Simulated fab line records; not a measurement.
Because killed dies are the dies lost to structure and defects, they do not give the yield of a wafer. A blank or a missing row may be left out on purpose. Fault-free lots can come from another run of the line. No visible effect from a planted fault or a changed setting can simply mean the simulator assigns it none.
Which tool was responsible? / flow gf180mcu / 42 wafers from 14 lots sampled at 5 of the route's 602 steps

WHAT EACH GAUGE READ, for each wafer
GF_HV_LDD_CD_MEAS_07: target cd 400 nm. Usual: 400.2 nm for cdNm, sd 2.5.
lot=L686; measured=day 10 04:40; on=cdSem-01; cdNm (nm)=396.2 395.6 394.4; flag=
lot=L688; measured=day 10 21:02; on=cdSem-01; cdNm (nm)=401.8 399.8 400.2; flag=
lot=L689; measured=day 11 04:26; on=cdSem-02; cdNm (nm)=400.9 402.0 399.4; flag=
lot=L691; measured=day 11 21:05; on=cdSem-01; cdNm (nm)=395.6 395.6 395.9; flag=
lot=L694; measured=day 12 15:04; on=cdSem-01; cdNm (nm)=403.1 399.9 403.3; flag=
lot=L693; measured=day 12 18:08; on=cdSem-02; cdNm (nm)=401.1 398.8 401.4; flag=
lot=L695; measured=day 13 09:16; on=cdSem-01; cdNm (nm)=400.1 401.2 400.7; flag=
lot=L696; measured=day 13 22:32; on=cdSem-02; cdNm (nm)=400.6 400.0 399.7; flag=
lot=L698; measured=day 14 06:13; on=cdSem-01; cdNm (nm)=397.4 397.9 394.7; flag=
lot=L699; measured=day 14 12:20; on=cdSem-01; cdNm (nm)=396.7 396.3 396.8; flag=
lot=L703; measured=day 15 16:08; on=cdSem-01; cdNm (nm)=401.2 401.5 399.6; flag=
lot=L706; measured=day 16 11:32; on=cdSem-02; cdNm (nm)=384.0 385.9 385.6; flag=OFF
lot=L707; measured=day 16 18:28; on=cdSem-01; cdNm (nm)=384.3 383.5 385.6; flag=OFF
lot=L708; measured=day 17 02:39; on=cdSem-01; cdNm (nm)=399.8 399.9 402.5; flag=

GF_HV_LDD_TW_MEAS_11. Usual: for HV_LDD_TW the level is 2408 and the standard deviation is 28.
lot=L686; measured=day 10 05:02; on=filmMetro-04; HV_LDD_TW=2386 2388 2379; flag=
lot=L688; measured=day 10 21:25; on=filmMetro-04; HV_LDD_TW=2390 2398 2377; flag=
lot=L689; measured=day 11 04:50; on=filmMetro-04; HV_LDD_TW=2413 2405 2408; flag=
lot=L691; measured=day 11 21:29; on=filmMetro-03; HV_LDD_TW=2439 2453 2438; flag=
lot=L694; measured=day 12 15:28; on=filmMetro-03; HV_LDD_TW=2454 2451 2461; flag=
lot=L693; measured=day 12 18:32; on=filmMetro-03; HV_LDD_TW=2463 2455 2440; flag=
lot=L695; measured=day 13 09:40; on=filmMetro-01; HV_LDD_TW=2394 2395 2400; flag=
lot=L696; measured=day 13 22:56; on=filmMetro-01; HV_LDD_TW=2396 2397 2397; flag=
lot=L698; measured=day 14 06:37; on=filmMetro-04; HV_LDD_TW=2389 2381 2380; flag=
lot=L699; measured=day 14 12:44; on=filmMetro-03; HV_LDD_TW=2462 2475 2451; flag=
lot=L703; measured=day 15 16:32; on=filmMetro-04; HV_LDD_TW=2377 2383 2383; flag=
lot=L706; measured=day 16 11:56; on=filmMetro-01; HV_LDD_TW=2410 2406 2397; flag=
lot=L707; measured=day 16 18:51; on=filmMetro-03; HV_LDD_TW=2456 2463 2429; flag=
lot=L708; measured=day 17 03:03; on=filmMetro-01; HV_LDD_TW=2380 2374 2380; flag=

GF_V1_THK_MEAS_01. Usual: for V1_CVD_00_THK the level is 600 nm and the standard deviation is 5.6.
lot=L686; measured=day 17 07:38; on=filmMetro-02; V1_CVD_00_THK (nm)=597 597 603; flag=
lot=L688; measured=day 18 04:02; on=filmMetro-01; V1_CVD_00_THK (nm)=605 602 608; flag=
lot=L689; measured=day 18 11:38; on=filmMetro-02; V1_CVD_00_THK (nm)=606 613 603; flag=
lot=L691; measured=day 19 08:51; on=filmMetro-02; V1_CVD_00_THK (nm)=600 591 592; flag=
lot=L694; measured=day 20 08:13; on=filmMetro-02; V1_CVD_00_THK (nm)=602 599 590; flag=
lot=L693; measured=day 20 13:41; on=filmMetro-04; V1_CVD_00_THK (nm)=598 615 605; flag=
lot=L695; measured=day 21 08:32; on=filmMetro-02; V1_CVD_00_THK (nm)=610 601 607; flag=
lot=L696; measured=day 21 19:31; on=filmMetro-02; V1_CVD_00_THK (nm)=594 598 595; flag=
lot=L698; measured=day 22 06:37; on=filmMetro-02; V1_CVD_00_THK (nm)=603 605 606; flag=
lot=L699; measured=day 22 15:17; on=filmMetro-04; V1_CVD_00_THK (nm)=602 601 595; flag=
lot=L703; measured=day 23 18:51; on=filmMetro-04; V1_CVD_00_THK (nm)=597 598 595; flag=
lot=L706; measured=day 24 15:13; on=filmMetro-04; V1_CVD_00_THK (nm)=598 596 602; flag=
lot=L707; measured=day 24 20:19; on=filmMetro-01; V1_CVD_00_THK (nm)=608 608 609; flag=
lot=L708; measured=day 25 05:10; on=filmMetro-04; V1_CVD_00_THK (nm)=594 594 611; flag=

GF_V1_OVL_MEAS_15. Usual: for V1_OVL the level is -1 nm and the standard deviation is 5.5.
lot=L686; measured=day 18 07:55; on=overlay-01; V1_OVL (nm)=-3 -10 -13; flag=
lot=L688; measured=day 19 03:54; on=overlay-01; V1_OVL (nm)=2 0 -5; flag=
lot=L689; measured=day 19 12:26; on=overlay-02; V1_OVL (nm)=7 5 -2; flag=
lot=L691; measured=day 20 10:14; on=overlay-01; V1_OVL (nm)=-4 -4 0; flag=
lot=L694; measured=day 21 09:15; on=overlay-02; V1_OVL (nm)=5 4 3; flag=
lot=L693; measured=day 21 14:08; on=overlay-02; V1_OVL (nm)=3 5 2; flag=
lot=L695; measured=day 22 08:54; on=overlay-02; V1_OVL (nm)=-6 -9 -10; flag=
lot=L696; measured=day 22 19:27; on=overlay-01; V1_OVL (nm)=-5 2 -9; flag=
lot=L698; measured=day 23 06:38; on=overlay-02; V1_OVL (nm)=-9 -14 -14; flag=
lot=L699; measured=day 23 14:50; on=overlay-01; V1_OVL (nm)=-4 -4 0; flag=
lot=L703; measured=day 24 17:34; on=overlay-01; V1_OVL (nm)=8 7 9; flag=
lot=L706; measured=day 25 13:41; on=overlay-02; V1_OVL (nm)=-5 -4 -4; flag=
lot=L707; measured=day 25 19:14; on=overlay-02; V1_OVL (nm)=0 0 3; flag=
lot=L708; measured=day 26 03:40; on=overlay-02; V1_OVL (nm)=2 2 5; flag=

EACH LOT AND THE TOOL THAT RAN IT (in order: tool; ch and the chambers of the sampled wafers; start)
lot=L686; GF_HV_LDD_DEVELOP_06=lithoTrack-02 ch 0, day 10 04:31
lot=L688; GF_HV_LDD_DEVELOP_06=lithoTrack-01 ch 0, day 10 20:53
lot=L689; GF_HV_LDD_DEVELOP_06=lithoTrack-01 ch 0, day 11 04:17
lot=L691; GF_HV_LDD_DEVELOP_06=lithoTrack-04 ch 0, day 11 20:56
lot=L694; GF_HV_LDD_DEVELOP_06=lithoTrack-02 ch 0, day 12 14:55
lot=L693; GF_HV_LDD_DEVELOP_06=lithoTrack-02 ch 0, day 12 17:59
lot=L695; GF_HV_LDD_DEVELOP_06=lithoTrack-02 ch 0, day 13 09:07
lot=L696; GF_HV_LDD_DEVELOP_06=lithoTrack-01 ch 0, day 13 22:23
lot=L698; GF_HV_LDD_DEVELOP_06=lithoTrack-02 ch 0, day 14 06:04
lot=L699; GF_HV_LDD_DEVELOP_06=lithoTrack-01 ch 0, day 14 12:11
lot=L703; GF_HV_LDD_DEVELOP_06=lithoTrack-02 ch 0, day 15 15:59
lot=L706; GF_HV_LDD_DEVELOP_06=lithoTrack-01 ch 0, day 16 11:23
lot=L707; GF_HV_LDD_DEVELOP_06=lithoTrack-01 ch 0, day 16 18:19
lot=L708; GF_HV_LDD_DEVELOP_06=lithoTrack-04 ch 0, day 17 02:31
- GF_HV_LDD_DEVELOP_06: develop time 60 s.

WHAT THE TOOLS THEMSELVES READ (means of the sampled wafers that have a number; where no wafer has one, the mark that the record gives instead)
The record holds no such reading with a usual standard deviation.

THE ANSWER, worked out from the rows above alone
Rule: take the mean of a lot's wafers that have a number; if it is more than 3 standard deviations from the usual mean, the lot is off. Also off: a lot with no number at a reading for which 4 or more lots have one. The other lots that the step has rows for count as sound. Order of review: gauges by route order, followed by the tools' own readings, for which a lot's mean as printed above is used. At the first step where some lot is off, the reading lying furthest off is the one used; lots without a number count as furthest.
Off, at GF_HV_LDD_CD_MEAS_07 on cdNm: L706, L707.
A tool fits if, at a process step before that reading, it ran every lot that is off, and no sound lot after the first of them. Gauges at GF_HV_LDD_CD_MEAS_07: tried the same way as those tools. One fits: lithoTrack-01 at GF_HV_LDD_DEVELOP_06. Its last sound lot is L699 (day 14 12:11), its first lot that is off L706 (day 16 11:23): a fault that began between those two fits.

WHAT HAD BEEN PUT IN BY THE SIMULATOR
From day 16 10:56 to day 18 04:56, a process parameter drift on lithoTrack-01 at GF_HV_LDD_DEVELOP_06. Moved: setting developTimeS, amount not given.
Shown lots that were struck: L706, L707. The same result came from the rule above.
